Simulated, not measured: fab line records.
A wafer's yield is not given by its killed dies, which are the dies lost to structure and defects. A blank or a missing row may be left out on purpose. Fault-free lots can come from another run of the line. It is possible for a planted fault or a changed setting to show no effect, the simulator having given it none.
Which tool did it? | flow sfqLine | 15 lots, 44 wafers sampled, at 1 step of a route of 325

WHAT THE GAUGES READ, wafer by wafer
Not one reading of a measure or inspect step in the record can be checked against a usual standard deviation.

TOOL THAT RAN EACH LOT (tool first, then ch and the chambers of the sampled wafers, then the start)
lot  | SFQ_TRILAYER_M6_BARC_OPEN_METAL_ETCH_206
L238 | rieMetal-01 ch 0,1, day 57 18:44
L239 | rieMetal-01 ch 0,1, day 57 21:10
L241 | rieMetal-04 ch 0,1, day 58 00:44
L243 | rieMetal-04 ch 0,1, day 58 05:34
L244 | rieMetal-01 ch 0,1, day 58 10:22
L245 | rieMetal-04 ch 0, day 58 13:56
L246 | rieMetal-04 ch 0,1, day 58 18:44
L248 | rieMetal-04 ch 0,1, day 59 04:39
L254 | rieMetal-04 ch 0,1, day 72 22:14
L255 | rieMetal-01 ch 0,1, day 72 23:26
L256 | rieMetal-02 ch 1, day 73 00:38
L257 | rieMetal-04 ch 1, day 73 01:50
L258 | rieMetal-01 ch 0,1, day 73 04:14
L259 | rieMetal-02 ch 0,1, day 73 05:26
L261 | rieMetal-04 ch 0,1, day 73 07:50
- SFQ_TRILAYER_M6_BARC_OPEN_METAL_ETCH_206: etches BARC in O2, target depth 125 nm, time 41.7 s.

AS READ BY THE TOOLS THEMSELVES (means over the sampled wafers that have a number; for cases with no such wafer, the mark the record gives instead)
SFQ_TRILAYER_M6_BARC_OPEN_METAL_ETCH_206.
lot  | tool        | drypumpMotorCurrentA (A) | oesProductAu (a.u.) | rfFwdPowerW (W) | runLengthS (s)
L238 | rieMetal-01 | 5.8                      | 0.685               | 593.4           | 69.6
L239 | rieMetal-01 | 5.7                      | 0.686               | 593.7           | 69.9
L241 | rieMetal-04 | 5.9                      | 0.683               | 593.7           | 70.1
L243 | rieMetal-04 | 6.1                      | 0.685               | 589.4           | 70.1
L244 | rieMetal-01 | 5.8                      | 0.683               | 596.0           | 70.0
L245 | rieMetal-04 | 6.3                      | 0.725               | 589.3           | 67.0
L246 | rieMetal-04 | 5.9                      | 0.702               | 591.6           | 68.6
L248 | rieMetal-04 | 6.0                      | 0.723               | 587.5           | 67.7
L254 | rieMetal-04 | 6.1                      | 0.683               | 593.4           | 73.5
L255 | rieMetal-01 | 5.7                      | 0.688               | 593.8           | 70.1
L256 | rieMetal-02 | 5.2                      | 0.685               | 596.7           | 69.7
L257 | rieMetal-04 | 5.7                      | 0.685               | 592.8           | 70.3
L258 | rieMetal-01 | 5.8                      | 0.684               | 594.6           | 69.8
L259 | rieMetal-02 | 6.1                      | 0.685               | 593.5           | 70.2
L261 | rieMetal-04 | 5.9                      | 0.684               | 593.9           | 70.2

THE ANSWER, worked out from the rows above alone
Rule: the usual values come from the lots themselves. Put in order of their means at a reading, lots are off if they are a third of the lots or fewer, leave a main group of 4 or more, and stand apart from it by a gap of 3 or more times the standard deviation of the main group's means; of several such gaps the widest counts. If all means in a main group match to the digits the tables above print for the reading, that group is not used. Also off: a lot with no number at a reading for which 4 or more lots have one. The other lots that the step has rows for count as sound. The gauges are gone through in route order, then the tools' own readings, and for those a lot's mean is taken as printed above. At the first step where some lot is off, the reading lying furthest off is the one used; lots without a number count as furthest.
Off at SFQ_TRILAYER_M6_BARC_OPEN_METAL_ETCH_206 (oesProductAu): L245, L246, L248. The main group: mean 0.685 a.u., standard deviation 0.0014.
If a tool, at that step or one of the process steps before it, ran each lot that is off and ran no sound lot following the first of them, it fits. None of those tried fits.

WHAT HAD BEEN PUT IN BY THE SIMULATOR
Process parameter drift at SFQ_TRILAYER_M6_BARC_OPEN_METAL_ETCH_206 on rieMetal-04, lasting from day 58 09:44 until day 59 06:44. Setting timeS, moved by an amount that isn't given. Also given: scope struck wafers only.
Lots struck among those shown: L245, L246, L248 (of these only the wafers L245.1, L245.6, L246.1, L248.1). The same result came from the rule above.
